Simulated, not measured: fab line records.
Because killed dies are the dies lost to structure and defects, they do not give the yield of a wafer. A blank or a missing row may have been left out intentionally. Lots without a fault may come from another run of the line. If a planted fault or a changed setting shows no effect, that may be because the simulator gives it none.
fab line records	flow sky130
record lots=14	wafers=42	last_day=50
route steps=708 shown SONOS_ONO@183 GATE_OXIDE@197 LDD_LDN@297 POLY_CUT@316
lots untouched by any fault: they come from a run of this same line in which no faults occurred
start_h: the number of hours between the record's first day and the start of the first shown wafer of the lot	wait_h: how many hours have passed since the lot's step before this one	" repeats the value in the row above	L1.1+2: one row covering several wafers at once	- either no value or no given start	* or withheld: withheld	< > ~ a bound
route shown NAME@n: names a module that has steps shown in the file, with the first one's number in the route	usual: the fault-free wafers' mean and standard deviation	same: alike in all rows	chamber/n: place in a boat	sites: each site's reading	_std_site: standard deviation of those values	_edge_site: mean of outer sites minus mean of inner sites	radius_mm: how far each site lies from the wafer's centre	mask NAME#n: copy n	behind: the last tool/chamber to shape the wafer	hold: reason for holding the lot/hours on hold/outcome of the hold	device: the transistor (n, p or np) that didn't switch	end of line: the tests these same wafers got at the end of their route	a step given without rows: its recipe and nothing more	killed: at the first sort, the dies lost to defects and structure; wafer yield is something else	map: shows each die of a wafer: x if killed, . if not, _ if none is there
set.NAME: the setting the step ran with; set.NAME@STEP: the setting that earlier step ran with	model.NAME: the simulator's own value behind a step, which no gauge read
a sample of lots followed through the steps of the route, with each step as a table and each wafer as a row
services: a tool's chamber out of use, with start hour (start_h, from the record's first day; less than 0 if before it), hours out, and reason
## steps
# step SKY_SONOS_ONO_ETCH_15
# recipe target_depth_nm=19.52	chemistry=CHF3/O2	source_w=606.6	bias_w=200	pressure_mtorr=40	chf3_flow_sccm=50	O2_flow_sccm=5	time_s=7.8
# usual drypump_motor_current_A=5.9/0.43	oes_product_au=1.002/0.0074	rf_fwd_power_W=595/3.5	throttle_valve_pct=8.825/0.0092
lot.wafer	tool	chamber	start_h	wait_h	drypump_motor_current_A	oes_product_au	rf_fwd_power_W	rf_hours_counter_h	throttle_valve_pct
L226.2	rie_diel-02	3	312.28	0.0	5.2	1.022	600	75	8.818
L226.4	"	2	"	"	6.2	1.009	603	50	8.816
L226.5	"	1	"	"	6.5	1.006	592	-	8.822
L228.4	rie_diel-04	0	312.54	0.0	5.9	1.015	593	39	8.828
L228.5	"	1	"	"	6.1	0.995	594	-	8.835
L228.6	"	0	"	"	5.9	1.019	593	-	8.813
L227.1	rie_diel-02	1	314.69	0.0	6.5	1.000	590	59	8.837
L227.2	"	3	"	"	5.2	1.000	599	75	8.832
L227.6	"	2	"	"	6.2	1.002	600	-	8.835
L229.2	rie_diel-04	1	335.29	0.0	6.0	0.993	590	69	8.826
L229.4	"	2	"	"	5.4	0.997	595	3	8.818
L229.5	"	1	"	"	6.1	0.997	591	-	8.843
L233.1	rie_diel-02	0	342.98	0.0	5.8	1.004	591	113	8.822
L233.2	"	2	"	"	6.3	0.989	600	50	8.819
L233.4	"	3	"	"	5.2	1.003	596	75	8.822
L235.1	rie_diel-04	1	364.57	0.0	6.1	1.003	587	70	8.819
L235.5	"	3	"	"	6.0	0.995	596	-	8.822
L235.6	"	2	"	"	5.3	1.004	592	-	8.827
L236.2	rie_diel-03	1	376.64	0.0	6.2	1.000	591	4	8.829
L236.4	"	0	"	"	5.2	1.012	595	54	8.821
L236.5	"	1	"	"	6.3	1.007	591	-	8.807
L238.2	rie_diel-02	0	382.28	0.0	5.8	1.007	598	114	8.835
L238.3	"	3	"	"	5.2	1.007	598	76	8.837
L238.6	"	0	"	"	5.8	0.993	595	-	8.828
L239.1	rie_diel-02	3	403.53	0.0	5.2	1.004	601	77	8.830
L239.2	"	0	"	"	5.8	0.993	598	0	8.821
L239.3	"	1	"	"	6.5	1.008	590	61	8.817
L240.1	rie_diel-04	3	412.07	0.0	6.0	1.000	598	3	8.829
L240.5	"	1	"	"	6.1	0.986	589	-	8.827
L240.6	"	0	"	"	5.9	1.009	591	-	8.823
L241.1	rie_diel-02	3	423.27	0.0	5.2	1.016	597	77	8.825
L241.3	"	2	"	"	6.2	0.996	599	52	8.826
L241.6	"	1	"	"	6.5	0.993	591	-	8.827
L243.2	rie_diel-04	1	434.59	0.0	6.1	1.002	594	71	8.822
L243.5	"	1	"	"	6.1	0.997	594	-	8.832
L243.6	"	0	"	"	5.9	1.013	591	-	8.822
L247.2	rie_diel-02	2	467.57	0.0	6.3	0.998	600	53	8.838
L247.4	"	2	"	"	6.2	0.988	601	-	8.826
L247.5	"	0	"	"	5.8	0.994	595	-	8.818
L248.3	rie_diel-02	0	472.42	0.0	5.8	0.991	594	1	8.840
L248.4	"	0	"	"	5.8	1.001	597	-	8.819
L248.5	"	2	"	"	6.2	1.005	597	-	8.824
# step SKY_GATE_OXIDE_OVL_MEAS_10
# usual GATE_OXIDE_OVL=0.1/1.5
lot.wafer	tool	chamber	start_h	wait_h	GATE_OXIDE_OVL[nm]
L226.2	overlay-02	-	341.39	0.1	1.4
L226.4	"	-	"	"	-1.3
L226.5	"	-	"	"	-0.2
L228.4	overlay-01	-	341.70	0.1	0.4
L228.5	"	-	"	"	2.8
L228.6	"	-	"	"	0.7
L227.1	overlay-02	-	343.13	0.1	-0.3
L227.2	"	-	"	"	-1.4
L227.6	"	-	"	"	-1.2
L229.2	overlay-02	-	366.32	0.1	-0.1
L229.4	"	-	"	"	-0.9
L229.5	"	-	"	"	-0.3
L233.1	overlay-02	-	375.08	0.1	-1.7
L233.2	"	-	"	"	-0.2
L233.4	"	-	"	"	-1.0
L235.1	overlay-01	-	394.82	0.1	-0.5
L235.5	"	-	"	"	1.6
L235.6	"	-	"	"	2.0
L236.2	overlay-01	-	410.99	0.1	0.9
L236.4	"	-	"	"	0.3
L236.5	"	-	"	"	-0.3
L238.2	overlay-01	-	417.92	0.1	2.3
L238.3	"	-	"	"	1.6
L238.6	"	-	"	"	2.1
L239.1	overlay-01	-	435.82	0.1	2.0
L239.2	"	-	"	"	0.0
L239.3	"	-	"	"	2.4
L240.1	overlay-02	-	444.43	0.1	-1.3
L240.5	"	-	"	"	-0.6
L240.6	"	-	"	"	1.1
L241.1	overlay-01	-	456.53	0.1	1.8
L241.3	"	-	"	"	1.7
L241.6	"	-	"	"	1.3
L243.2	overlay-01	-	467.72	0.1	1.7
L243.5	"	-	"	"	1.0
L243.6	"	-	"	"	2.9
L247.2	overlay-01	-	500.12	0.1	-0.3
L247.4	"	-	"	"	0.7
L247.5	"	-	"	"	-0.2
L248.3	overlay-02	-	505.14	0.1	-0.2
L248.4	"	-	"	"	-1.9
L248.5	"	-	"	"	-0.5
# step SKY_LDD_LDN_IMPLANT_08
# recipe species=As	energy_kev=15	dose_cm2=1.25e+13	tilt_deg=withheld	rotation_deg=23
lot.wafer	tool	chamber	start_h	wait_h
L226.2+4+5	implanter-02	0	560.84	0.0
L226.2+4+5	implanter-02	0	561.16	0.3
L227.1+2+6	implanter-04	0	562.90	0.0
L227.1+2+6	implanter-04	0	563.22	0.3
L228.4+5+6	implanter-03	0	562.94	0.1
L229.2+4+5	implanter-03	0	589.23	0.0
L229.2+4+5	implanter-03	0	589.54	0.3
L233.1+2+4	implanter-02	0	596.81	0.0
L235.1+5+6	implanter-02	0	622.22	0.0
L236.2+4+5	implanter-03	0	629.64	0.0
L238.2+3+6	implanter-04	0	634.94	0.0
L239.1+2+3	implanter-02	0	655.85	0.0
L240.1+5+6	implanter-03	0	660.87	0.0
L241.1+3+6	implanter-04	0	671.60	0.0
L243.2+5+6	implanter-04	0	684.28	0.0
L247.2+4+5	implanter-03	0	713.59	0.0
L248.3+4+5	implanter-03	0	715.45	0.1
# step SKY_LDD_LDN_TW_MEAS_13
# usual LDD_LDN_TW=1478/17
lot.wafer	tool	chamber	start_h	wait_h	LDD_LDN_TW
L226.2	film_metro-03	-	561.85	0.1	1582
L226.4	"	-	"	"	1579
L226.5	"	-	"	"	1576
L228.4	film_metro-01	-	563.60	0.1	1465
L228.5	"	-	"	"	1462
L228.6	"	-	"	"	1463
L227.1	film_metro-03	-	563.92	0.1	1588
L227.2	"	-	"	"	1588
L227.6	"	-	"	"	1581
L229.2	film_metro-03	-	590.23	0.1	1603
L229.4	"	-	"	"	1606
L229.5	"	-	"	"	1593
L233.1	film_metro-03	-	597.51	0.1	1492
L233.2	"	-	"	"	1494
L233.4	"	-	"	"	1499
L235.1	film_metro-03	-	622.92	0.1	1492
L235.5	"	-	"	"	1483
L235.6	"	-	"	"	1493
L236.2	film_metro-01	-	630.33	0.1	1462
L236.4	"	-	"	"	1464
L236.5	"	-	"	"	1455
L238.2	film_metro-01	-	635.62	0.1	1463
L238.3	"	-	"	"	1463
L238.6	"	-	"	"	1460
L239.1	film_metro-03	-	656.55	0.1	1483
L239.2	"	-	"	"	1491
L239.3	"	-	"	"	1500
L240.1	film_metro-02	-	661.57	0.1	1466
L240.5	"	-	"	"	1457
L240.6	"	-	"	"	1470
L241.1	film_metro-03	-	672.30	0.1	1492
L241.3	"	-	"	"	1499
L241.6	"	-	"	"	1502
L243.2	film_metro-03	-	684.96	0.1	1487
L243.5	"	-	"	"	1499
L243.6	"	-	"	"	1493
L247.2	film_metro-02	-	714.27	0.1	1480
L247.4	"	-	"	"	1466
L247.5	"	-	"	"	1480
L248.3	film_metro-03	-	716.12	0.1	1497
L248.4	"	-	"	"	1482
L248.5	"	-	"	"	1491
# step SKY_POLY_CUT_OVL_MEAS_09
# usual POLY_CUT_OVL=0/5
lot.wafer	tool	chamber	start_h	wait_h	POLY_CUT_OVL[nm]
L226.2	overlay-02	-	593.44	0.1	2
L226.4	"	-	"	"	1
L226.5	"	-	"	"	13
L228.4	overlay-02	-	596.07	0.1	-2
L228.5	"	-	"	"	-2
L228.6	"	-	"	"	-4
L227.1	overlay-01	-	596.29	0.1	-2
L227.2	"	-	"	"	5
L227.6	"	-	"	"	-1
L229.2	overlay-01	-	620.45	0.1	2
L229.4	"	-	"	"	3
L229.5	"	-	"	"	0
L233.1	overlay-02	-	628.44	0.1	1
L233.2	"	-	"	"	-6
L233.4	"	-	"	"	-6
L235.1	overlay-02	-	653.75	0.1	7
L235.5	"	-	"	"	8
L235.6	"	-	"	"	9
L236.2	overlay-02	-	661.45	0.1	-1
L236.4	"	-	"	"	1
L236.5	"	-	"	"	2
L238.2	overlay-01	-	665.55	0.1	2
L238.3	"	-	"	"	-1
L238.6	"	-	"	"	-4
L239.1	overlay-01	-	686.50	0.1	3
L239.2	"	-	"	"	1
L239.3	"	-	"	"	-3
L240.1	overlay-01	-	691.59	0.1	-11
L240.5	"	-	"	"	-4
L240.6	"	-	"	"	-6
L241.1	overlay-01	-	702.80	0.1	8
L241.3	"	-	"	"	3
L241.6	"	-	"	"	0
L243.2	overlay-02	-	715.10	0.1	10
L243.5	"	-	"	"	-3
L243.6	"	-	"	"	11
L247.2	overlay-01	-	744.00	0.1	3
L247.4	"	-	"	"	2
L247.5	"	-	"	"	2
L248.3	overlay-02	-	745.66	0.1	-8
L248.4	"	-	"	"	2
L248.5	"	-	"	"	-4
## services
tool	chamber	start_h	hours	kind
implanter-02	-	301.40	1.1	repair
implanter-02	-	317.90	3.3	repair
implanter-03	-	321.30	2.1	repair
implanter-03	-	328.89	3.1	repair
rie_diel-02	2	344.10	4.8	repair
implanter-04	-	345.31	1.7	repair
implanter-03	-	352.27	1.6	repair
implanter-02	-	353.85	6.3	repair
rie_diel-02	-	370.45	0.7	repair
implanter-02	-	379.27	5.1	pm
implanter-04	-	390.46	15.8	pm
implanter-03	-	401.84	0.5	repair
implanter-04	-	427.44	2.9	repair
rie_diel-02	3	463.61	45.6	repair
rie_diel-02	1	500.95	7.3	repair
implanter-03	-	504.95	4.0	pm
rie_diel-02	3	526.40	6.2	repair
implanter-03	-	592.37	4.9	repair
rie_diel-02	-	607.87	1.0	repair
rie_diel-02	3	619.91	10.2	repair
rie_diel-02	3	638.04	9.2	repair
rie_diel-02	3	659.28	6.3	repair
implanter-03	-	667.92	32.1	pm
implanter-03	-	700.01	4.9	pm
## key
first_sign step=SKY_LDD_LDN_IMPLANT_08	reading=visit	direction=added
effect step=SKY_LDD_LDN_TW_MEAS_13	reading=LDD_LDN_TW	direction=up	sigmas=6.7	usual=1478	struck=1589
met_at SKY_LDD_LDN_IMPLANT_08
struck_lots L226,L227,L229
rows_end L227.1,L227.2,L227.6
tester_left_out L226,L229
not_acting_at SKY_SONOS_ONO_ETCH_15,SKY_GATE_OXIDE_OVL_MEAS_10,SKY_POLY_CUT_OVL_MEAS_09
fault kind=repeated_step_whole	tool=implanter-02,implanter-03,implanter-04	chamber=-	onset_h=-	steps=SKY_LDD_LDN_IMPLANT_08	times=1	scope=struck_lots_only
# tester_left_out: of these lots the tester's yield and bins aren't shown, on N5 and GAA mostly nor the transistor test; their killed dies are dies lost to structure and defects alone, not to doping, threshold or leakage, so they don't give the yield
# rows_end: these wafers met a further fault down the route, and their rows from its step on are left out
